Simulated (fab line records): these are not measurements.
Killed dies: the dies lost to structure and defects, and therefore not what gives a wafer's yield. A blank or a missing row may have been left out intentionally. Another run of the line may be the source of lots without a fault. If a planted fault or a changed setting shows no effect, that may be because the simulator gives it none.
fab line records + flow gf180mcu
record:
- lots: 5
- wafers: 14
- last-day: 34
route steps=602 shown M3@413
lots untouched by any fault: they come from a run of this same line in which no faults occurred
start-h: hours from the record's opening day to when the first of the lot's shown wafers began + wait-h: hours elapsed since this lot's preceding step + " the same as in the row above + L1.1+2: a single row standing in for several wafers + - value missing, or start not given + * or withheld: withheld + < > ~ a bound
route shown NAME@n: a module of which the file shows steps, and the number in the route of the first + usual: mean/standard deviation of fault-free wafers + same: alike in all rows + chamber/n: place in a boat + sites: the reading at each site + _std_site: standard deviation across them + _edge_site: mean of outer sites minus mean of inner sites + radius-mm: how far each site lies from the wafer's centre + mask NAME#n: copy n + behind: the last tool/chamber to shape the wafer + hold: why the lot was held/for how many hours/how that ended + device: whichever transistor did not switch (one of n, p or np) + end of line: the route-end tests of the same wafers + for a step that has no rows: nothing shown but its recipe + killed: dies lost to structure and defects at the first sort, not the wafer's yield + map: the dies of a wafer, with x for killed, . for not killed, _ for no die there
set.NAME: the setting that was run; set.NAME@STEP: the one run at that earlier step + model.NAME: the simulator's own value behind a step, which no gauge read
lots at some steps of the route; a table a step, a row a wafer
services: the hour from which a tool's chamber was out of use, counted from the record's first day as start-h (under 0 if before that day), plus the number of hours and why
== steps ==
step: GF_M3_SPUTTER_04
recipe:
- material: TiN
- target-thk-nm: 50
- power-w: 6500
- time-s: 41.7
- chamber-pressure-pa: 0.4
usual:
- throttle-valve-pct: 29.7/1.2
| lot.wafer | tool           | chamber | start-h | wait-h | throttle-valve-pct |
|-----------|----------------|---------|---------|--------|--------------------|
| L631.4    | pvd-sputter-03 | -       | 482.30  | 0.0    | 30.3               |
| L631.5    | "              | -       | "       | "      | 27.8               |
| L631.6    | "              | -       | "       | "      | 29.9               |
| L632.4    | pvd-sputter-03 | -       | 491.80  | 0.0    | 30.3               |
| L632.5    | "              | -       | "       | "      | 27.7               |
| L632.6    | "              | -       | "       | "      | 31.4               |
| L636.2    | pvd-sputter-03 | -       | 525.11  | 0.0    | 29.9               |
| L636.5    | "              | -       | "       | "      | 31.5               |
| L642.3    | pvd-sputter-02 | -       | 579.10  | 0.0    | 29.0               |
| L642.5    | "              | -       | "       | "      | 30.6               |
| L642.6    | "              | -       | "       | "      | 29.0               |
| L651.2    | pvd-sputter-03 | -       | 640.60  | 0.0    | 27.4               |
| L651.4    | "              | -       | "       | "      | 31.7               |
| L651.6    | "              | -       | "       | "      | 27.6               |
step: GF_M3_RS_MEAS_05
recipe:
- thk-meas-gauge: four-point-probe
- reads: TiN_of_M3_SPUTTER_04+Ti_of_M3_SPUTTER_03+AlCu_of_M3_SPUTTER_02+TiN_of_M3_SPUTTER_01+Ti_of_M3_SPUTTER_00
usual:
- M3_ALCU_RS: 0.0694/0.00067
| lot.wafer | tool          | chamber | start-h | wait-h | M3_ALCU_RS[ohm/sq] |
|-----------|---------------|---------|---------|--------|--------------------|
| L631.4    | film-metro-01 | -       | 482.40  | 0.1    | 0.0688             |
| L631.5    | "             | -       | "       | "      | 0.0690             |
| L631.6    | "             | -       | "       | "      | 0.0685             |
| L632.4    | film-metro-03 | -       | 491.90  | 0.1    | 0.0691             |
| L632.5    | "             | -       | "       | "      | 0.0690             |
| L632.6    | "             | -       | "       | "      | 0.0696             |
| L636.2    | film-metro-03 | -       | 525.17  | 0.0    | 0.0691             |
| L636.5    | "             | -       | "       | "      | 0.0692             |
| L642.3    | film-metro-04 | -       | 579.18  | 0.1    | 0.0687             |
| L642.5    | "             | -       | "       | "      | 0.0687             |
| L642.6    | "             | -       | "       | "      | 0.0694             |
| L651.2    | film-metro-03 | -       | 640.66  | 0.0    | 0.0687             |
| L651.4    | "             | -       | "       | "      | 0.0686             |
| L651.6    | "             | -       | "       | "      | 0.0689             |
step: GF_M3_THK_MEAS_06
recipe:
- thk-meas-gauge: xrf
- reads: AlCu_of_M3_SPUTTER_02
usual:
- M3_ALCU_THK: 453/4.8
| lot.wafer | tool          | chamber | start-h | wait-h | M3_ALCU_THK[nm] |
|-----------|---------------|---------|---------|--------|-----------------|
| L631.4    | film-metro-01 | -       | 482.49  | 0.1    | 459             |
| L631.5    | "             | -       | "       | "      | 456             |
| L631.6    | "             | -       | "       | "      | 460             |
| L632.4    | film-metro-03 | -       | 491.99  | 0.1    | 455             |
| L632.5    | "             | -       | "       | "      | 457             |
| L632.6    | "             | -       | "       | "      | 453             |
| L636.2    | film-metro-03 | -       | 525.28  | 0.1    | 457             |
| L636.5    | "             | -       | "       | "      | 456             |
| L642.3    | film-metro-04 | -       | 579.28  | 0.1    | 453             |
| L642.5    | "             | -       | "       | "      | 454             |
| L642.6    | "             | -       | "       | "      | 451             |
| L651.2    | film-metro-03 | -       | 640.77  | 0.1    | 458             |
| L651.4    | "             | -       | "       | "      | 458             |
| L651.6    | "             | -       | "       | "      | 455             |
step: GF_M3_DEHYDRATE_07
recipe:
- temp-c: 200
- time-s: 60
step: GF_M3_HMDS_08
recipe:
- prime-time-s: 60
- prime-temp-c: 120
step: GF_M3_COAT_09
recipe:
- resist: KrF
- spin-rpm: withheld
- resist-thk-nm: 1000
step: GF_M3_SOFTBAKE_10
recipe:
- temp-c: 130
- time-s: 60
- resist: KrF
step: GF_M3_EXPOSE_11
recipe:
- mask-id: Metal3
- target-cd-nm: 280
- na: 0.68
- source-shape: conventional
- sigma-outer: 0.6
- dose-mj: 28
step: GF_M3_PEB_12
recipe:
- peb-temp-c: 135
- peb-time-s: 90
- resist: KrF
step: GF_M3_DEVELOP_13
recipe:
- develop-time-s: 60
- dev-temp-c: 21
step: GF_M3_CD_MEAS_14
recipe:
- target-cd-nm: 280
usual:
- cd-nm: 280.2/1.2
| lot.wafer | tool      | chamber | start-h | wait-h | cd-nm |
|-----------|-----------|---------|---------|--------|-------|
| L631.4    | cd-sem-02 | -       | 506.27  | 0.1    | 280.3 |
| L631.5    | "         | -       | "       | "      | 279.9 |
| L631.6    | "         | -       | "       | "      | 278.6 |
| L632.4    | cd-sem-02 | -       | 515.22  | 0.1    | 281.6 |
| L632.5    | "         | -       | "       | "      | 282.5 |
| L632.6    | "         | -       | "       | "      | 281.4 |
| L636.2    | cd-sem-01 | -       | 548.08  | 0.1    | 280.4 |
| L636.5    | "         | -       | "       | "      | 279.0 |
| L642.3    | cd-sem-01 | -       | 600.30  | 0.1    | 278.0 |
| L642.5    | "         | -       | "       | "      | 279.5 |
| L642.6    | "         | -       | "       | "      | 279.8 |
| L651.2    | cd-sem-01 | -       | 660.83  | 0.1    | 280.3 |
| L651.4    | "         | -       | "       | "      | 280.3 |
| L651.6    | "         | -       | "       | "      | 280.1 |
step: GF_M3_OVL_MEAS_15
usual:
- M3_OVL: 3/5.4
| lot.wafer | tool       | chamber | start-h | wait-h | M3_OVL[nm] |
|-----------|------------|---------|---------|--------|------------|
| L631.4    | overlay-01 | -       | 506.35  | 0.1    | 0          |
| L631.5    | "          | -       | "       | "      | 2          |
| L631.6    | "          | -       | "       | "      | 1          |
| L632.4    | overlay-02 | -       | 515.30  | 0.1    | 18         |
| L632.5    | "          | -       | "       | "      | 14         |
| L632.6    | "          | -       | "       | "      | 18         |
| L636.2    | overlay-02 | -       | 548.19  | 0.1    | 9          |
| L636.5    | "          | -       | "       | "      | 8          |
| L642.3    | overlay-01 | -       | 600.39  | 0.1    | -5         |
| L642.5    | "          | -       | "       | "      | -7         |
| L642.6    | "          | -       | "       | "      | -3         |
| L651.2    | overlay-02 | -       | 660.93  | 0.1    | 9          |
| L651.4    | "          | -       | "       | "      | 5          |
| L651.6    | "          | -       | "       | "      | 7          |
step: GF_M3_METAL_ETCH_16
recipe:
- chemistry: Cl2/BCl3
- mask-material: KrF
- target-depth-nm: 750.8
- stop-on: SiO2
- pressure-mtorr: 8
- icp-w: 800
- bias-w: 140
- Cl2_flow_sccm: 80
- bcl3-flow-sccm: 40
- time-s: 125.1
usual:
- drypump-motor-current-A: 5.6/0.49
- he-backside-leak-sccm: 3.4/0.33
- oes-product-au: 0.992/0.0055
- run-length-s: 153.3/0.31
- throttle-valve-pct: 28.228/0.0091
| lot.wafer | tool         | chamber | start-h | wait-h | drypump-motor-current-A | he-backside-leak-sccm | oes-product-au | rf-hours-counter-h | run-length-s | throttle-valve-pct | model.KrF_of_M3_COAT_09.thk-nm |
|-----------|--------------|---------|---------|--------|-------------------------|-----------------------|----------------|--------------------|--------------|--------------------|--------------------------------|
| L631.4    | rie-metal-03 | 1       | 506.41  | 0.1    | 5.8                     | 4.0                   | 0.999          | -                  | 152.7        | 28.224             | 682.6                          |
| L631.5    | "            | 0       | "       | "      | 6.2                     | 3.3                   | 0.998          | -                  | 153.2        | 28.216             | 685.2                          |
| L631.6    | "            | 1       | "       | "      | 5.8                     | 3.8                   | 0.998          | -                  | 153.3        | 28.238             | 681.8                          |
| L632.4    | rie-metal-04 | 0       | 515.36  | 0.1    | 5.6                     | 3.1                   | 0.988          | -                  | 153.1        | 28.224             | 680.4                          |
| L632.5    | "            | 0       | "       | "      | 5.6                     | 3.2                   | 0.995          | -                  | 153.5        | 28.231             | 680.1                          |
| L632.6    | "            | 1       | "       | "      | 6.3                     | 3.5                   | 0.990          | -                  | 153.6        | 28.220             | 687.6                          |
| L636.2    | rie-metal-04 | 0       | 548.22  | 0.0    | 5.6                     | 3.2                   | 0.976          | 4                  | 159.3        | 28.256             | 669.3                          |
| L636.5    | "            | 1       | "       | "      | 6.3                     | 3.5                   | 0.961          | -                  | 159.5        | 28.259             | 667.5                          |
| L642.3    | rie-metal-03 | 1       | 600.46  | 0.1    | 5.8                     | 3.7                   | 0.995          | -                  | 152.6        | 28.238             | 679.8                          |
| L642.5    | "            | 1       | "       | "      | 5.8                     | 3.8                   | 0.997          | -                  | 152.9        | 28.224             | 678.3                          |
| L642.6    | "            | 0       | "       | "      | 6.2                     | 3.1                   | 0.989          | -                  | 153.0        | 28.221             | 680.8                          |
| L651.2    | rie-metal-01 | 1       | 660.96  | 0.0    | 4.9                     | 3.5                   | 0.993          | 5                  | 153.6        | 28.237             | 680.6                          |
| L651.4    | "            | 1       | "       | "      | 4.9                     | 3.4                   | 0.994          | -                  | 153.5        | 28.231             | 681.6                          |
| L651.6    | "            | 0       | "       | "      | 5.6                     | 3.3                   | 0.994          | -                  | 153.6        | 28.235             | 679                            |
step: GF_M3_STRIP_17
recipe:
- chemistry: O2/N2
- power-w: 1400
- pressure-mtorr: 1500
- platen-temp-c: 250
- o2-flow-sccm: 3000
- n2-flow-sccm: 300
- overash-fraction: 0.5
usual:
- drypump-motor-current-A: 5.8/0.37
- heater-power-w: 354/28
- oes-product-au: 0.536/0.0046
- strip-time-to-endpoint-s: 7.36/0.033
| lot.wafer | tool            | chamber | start-h | wait-h | drypump-motor-current-A | heater-power-w | oes-product-au | rf-hours-counter-h | strip-time-to-endpoint-s |
|-----------|-----------------|---------|---------|--------|-------------------------|----------------|----------------|--------------------|--------------------------|
| L631.4    | plasma-asher-01 | 0       | 506.53  | 0.1    | 5.9                     | 313            | 0.541          | -                  | 7.39                     |
| L631.5    | "               | 0       | "       | "      | 6.0                     | 317            | 0.542          | -                  | 7.39                     |
| L631.6    | "               | 1       | "       | "      | 5.7                     | 355            | 0.528          | -                  | 7.37                     |
| L632.4    | plasma-asher-04 | 0       | 515.48  | 0.1    | 6.0                     | 397            | 0.543          | -                  | 7.35                     |
| L632.5    | "               | 0       | "       | "      | 6.0                     | 393            | 0.531          | -                  | 7.33                     |
| L632.6    | "               | 1       | "       | "      | 5.3                     | 368            | 0.544          | -                  | 7.41                     |
| L636.2    | plasma-asher-01 | 0       | 548.35  | 0.1    | 6.0                     | 309            | 0.528          | 95                 | 7.24                     |
| L636.5    | "               | 1       | "       | "      | 5.7                     | 365            | 0.534          | -                  | 7.21                     |
| L642.3    | plasma-asher-02 | 0       | 600.58  | 0.1    | 6.4                     | 321            | 0.532          | -                  | 7.34                     |
| L642.5    | "               | 0       | "       | "      | 6.4                     | 329            | 0.542          | -                  | 7.34                     |
| L642.6    | "               | 1       | "       | "      | 5.7                     | 349            | 0.539          | -                  | 7.34                     |
| L651.2    | plasma-asher-04 | 1       | 661.09  | 0.1    | 5.2                     | 369            | 0.533          | 25                 | 7.35                     |
| L651.4    | "               | 1       | "       | "      | 5.2                     | 359            | 0.539          | -                  | 7.37                     |
| L651.6    | "               | 1       | "       | "      | 5.2                     | 366            | 0.529          | -                  | 7.32                     |
step: GF_M3_STRIP_18
recipe:
- chemistry: post-etch-residue-remover
- time-s: 1200
- temp-c: 72.5
== services ==
| tool            | chamber | start-h | hours | kind                   |
|-----------------|---------|---------|-------|------------------------|
| plasma-asher-02 | -       | 463.96  | 2.3   | repair                 |
| rie-metal-04    | -       | 492.66  | 1.5   | repair                 |
| rie-metal-01    | 1       | 503.76  | -     | clean                  |
| rie-metal-01    | 1       | 503.76  | 17.0  | scheduled-down         |
| rie-metal-01    | 1       | 503.76  | 17.0  | vent-cycle             |
| rie-metal-04    | 0       | 508.57  | 6.4   | repair                 |
| pvd-sputter-02  | -       | 511.06  | 2.5   | repair                 |
| rie-metal-03    | 0       | 514.58  | 1.2   | repair                 |
| plasma-asher-02 | -       | 521.08  | 2.7   | repair                 |
| plasma-asher-04 | -       | 564.69  | 3.8   | repair                 |
| rie-metal-01    | 0       | 592.99  | -     | clean                  |
| rie-metal-01    | 0       | 592.99  | 16.1  | scheduled-down         |
| rie-metal-01    | 0       | 592.99  | 16.1  | vent-cycle             |
| pvd-sputter-03  | 2       | 611.08  | -     | consumable-replace:kit |
| pvd-sputter-03  | 2       | 611.08  | 18.0  | scheduled-down         |
| pvd-sputter-03  | 2       | 611.08  | 18.0  | vent-cycle             |
| rie-metal-04    | 1       | 611.53  | -     | clean                  |
| rie-metal-04    | 1       | 611.53  | 17.4  | scheduled-down         |
| rie-metal-04    | 1       | 611.53  | 17.4  | vent-cycle             |
| pvd-sputter-03  | -       | 617.47  | 6.1   | repair                 |
| pvd-sputter-02  | 3       | 641.90  | -     | consumable-replace:kit |
| pvd-sputter-02  | 3       | 641.90  | 18.0  | scheduled-down         |
| pvd-sputter-02  | 3       | 641.90  | 18.0  | vent-cycle             |
== key ==
first-sign:
- step: GF_M3_METAL_ETCH_16
- reading: run-length-s
- direction: up
- sigmas: 20
- usual: *
- struck: *
effect:
- step: GF_M3_METAL_ETCH_16
- reading: oes-product-au
- direction: down
- sigmas: 4.4
- usual: 0.992
- struck: 0.968
effect:
- step: GF_M3_STRIP_17
- reading: strip-time-to-endpoint-s
- direction: down
- sigmas: 3.9
- usual: *
- struck: *
model-effect:
- step: GF_M3_METAL_ETCH_16
- value: KrF_of_M3_COAT_09.thk-nm
- without: 683
- struck: 668.4
met-at GF_M3_METAL_ETCH_16
struck-wafers L636.2,L636.5
onset-between 515.36 548.22
fault:
- kind: process-parameter-drift
- tool: rie-metal-04
- chamber: -
- onset-h: 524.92
- steps: GF_M3_METAL_ETCH_16
- channel: time-s
- offset: *
- shape: step
- end-h: 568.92
- scope: struck-wafers-only
- acts-in: *
- stated: *
